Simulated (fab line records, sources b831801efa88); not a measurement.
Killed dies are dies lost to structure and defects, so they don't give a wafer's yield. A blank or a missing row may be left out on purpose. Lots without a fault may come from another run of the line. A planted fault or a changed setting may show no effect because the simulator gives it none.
A struck lot beside a sound one | flow sky130 | 36 steps out of a route of 708
Sound: wafers L279.1, L279.2, L279.6. Struck: wafers L282.1, L282.2, L282.4. The cause comes at the end.
At each step with rows: each side's tool, then ch and its chambers, then its first start. Under that, the readings that differ: sound wafers | struck wafers | difference of the means | sigmas: that difference in standard deviations of wafers without a fault.
alike: readings whose means differ by less than 2 such deviations, and words and numbers that are the same on both sides. not compared: withheld readings, readings that some wafer has no value for, bounds like >300 that may hide the same value, and numbers for which the record gives no deviation and whose values overlap.
The two part at a step that has a row with sigmas, a row that says differs or no value, or rows on one side only. Numbers that don't overlap but have no deviation are shown without sigmas and don't part them. A reading that every wafer of one side lacks parts them only if that side has two wafers or more.

first, 10 steps without rows for these wafers: SKY_POLY_CUT_ETCH_10 (etches BARC in N2/H2, stops on SiO2, time 45.9 s, target depth 60 nm); SKY_POLY_CUT_ETCH_11 (etches Si3N4 in CF4/CH2F2/Ar, stops on poly-Si, time 42.5 s, target depth 60 nm); SKY_POLY_CUT_STRIP_12 (strips in O2/N2); SKY_SD_P_DEHYDRATE_00 (time 60 s); SKY_SD_P_HMDS_01 (prime time 60 s); SKY_SD_P_COAT_02 (resist thk 1140 nm); SKY_SD_P_SOFTBAKE_03 (time 60 s); SKY_SD_P_EXPOSE_04 (exposes mask PSDM, target cd 380 nm); SKY_SD_P_PEB_05; SKY_SD_P_DEVELOP_06 (develop time 60 s).
SKY_SD_P_IMPLANT_09:
  sound on implanter-02 ch 0, day 28 07:08; struck on implanter-01 ch 0, day 28 22:29
  reading            | sound             | struck            | difference | sigmas
  beam_on_s (s)      | 13.4 14.0 13.7    | 11.0 11.3 11.1    | -2.6       | -9
  faraday_current_uA | 12251 11669 12054 | 14796 14436 14679 | +2646      | +10
  alike: dose_ions_cm2, tilt_deg
SKY_SD_P_STRIP_10: strips in O2/N2.
  sound on plasma_asher-01 ch 0,1, day 28 07:17; struck on plasma_asher-03 ch 0,1, day 28 22:38
  reading                      | sound             | struck            | difference | sigmas
  strip_time_to_endpoint_s (s) | 17.49 17.47 17.47 | 17.11 17.10 17.11 | -0.37      | -11
  alike: drypump_motor_current_A, n2_flow_sccm, oes_product_au
  not compared: rf_hours_counter_h
SKY_SD_P_TW_MEAS_11:
  sound on film_metro-02, day 28 07:23; struck on film_metro-04, day 28 22:44
  reading | sound          | struck         | difference | sigmas
  SD_P_TW | 2801 2818 2819 | 2723 2712 2731 | -91        | -6
then, 21 steps without rows for these wafers: SKY_RES_XHIGH_DEHYDRATE_00 (time 60 s); SKY_RES_XHIGH_HMDS_01 (prime time 60 s); SKY_RES_XHIGH_COAT_02 (resist thk 1140 nm); SKY_RES_XHIGH_SOFTBAKE_03 (time 60 s); SKY_RES_XHIGH_EXPOSE_04 (exposes mask URPM, target cd 1270 nm); SKY_RES_XHIGH_PEB_05; SKY_RES_XHIGH_DEVELOP_06 (develop time 60 s); SKY_RES_XHIGH_IMPLANT_07; SKY_RES_XHIGH_STRIP_08 (strips in O2/N2); SKY_SD_N_DEHYDRATE_00 (time 60 s); SKY_SD_N_HMDS_01 (prime time 60 s); SKY_SD_N_COAT_02 (resist thk 1140 nm); SKY_SD_N_SOFTBAKE_03 (time 60 s); SKY_SD_N_EXPOSE_04 (exposes mask NSDM, target cd 380 nm); SKY_SD_N_PEB_05; SKY_SD_N_DEVELOP_06 (develop time 60 s); SKY_SD_N_IMPLANT_09; SKY_SD_N_IMPLANT_10; SKY_SD_N_STRIP_11 (strips in O2/N2); SKY_SD_N_CLEAN_13 (cleans in SC1/SC2, time 150 s); SKY_SD_N_RTA_14 (time 2 s).
-- the record jumps here: 2 days lie between the struck wafers' starts before and after --
SKY_SD_N_RS_MEAS_17: measures by four-point-probe.
  sound on film_metro-04, day 30 16:56; struck on film_metro-04, day 31 07:49
  reading          | sound             | struck            | difference | sigmas
  SD_P_RS (ohm/sq) | 147.1 147.2 147.0 | 150.6 150.4 150.8 | +3.5       | +8
-- the record jumps here: 17 days lie between the struck wafers' starts before and after (it left off in module SD_N and takes up again in module PAD_OPEN, whose first step shown is number 708 of the route) --
SKY_PAD_OPEN_PROBE_99:
  sound on prober-01, day 47 15:57; struck on prober-02, day 48 05:16
  reading                             | sound             | struck            | difference | sigmas
  model.etest.res_high_po.line_ohm_um | 762.4 773.1 767   | 829.5 841.2 834.3 | +67.5      |
  model.etest.licon_high_po.rc_ohm    | 352.4 352.9 348.7 | 429.2 440.7 460.8 | +92.2      |
  model.etest.res_pdiff.line_ohm_um   | 1382 1327 1358    | 1434 1391 1404    | +54        |
  model.etest.res_high_po.rs_ohm_sq   | 258.4 268.8 262.8 | 290.3 293.8 287   | +27.0      |
  model.etest.res_pdiff_hv.rs_ohm_sq  | 190.3 188 189.4   | 197.8 199.2 200.1 | +9.8       |
  model.etest.res_pdiff.rs_ohm_sq     | 197.3 192.9 194.6 | 204.7 204.7 205.2 | +9.9       |
  alike: killed_at_M0_to_M3, killed_at_M4_up, killed_at_contacts, killed_at_front_end, killed_at_other, killed_dies, killed_open, killed_short
  not compared: model.etest.licon_pdiff.rc_ohm

WHERE THEY PART
First at SKY_SD_P_IMPLANT_09; last, within this record, at SKY_SD_N_RS_MEAS_17. Later steps at which nothing parts them and some readings are alike: SKY_PAD_OPEN_PROBE_99.

WHY: what the simulator had put in
Process parameter drift: implanter-01, from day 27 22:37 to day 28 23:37, at SKY_SD_P_IMPLANT_09. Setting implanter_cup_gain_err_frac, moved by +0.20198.
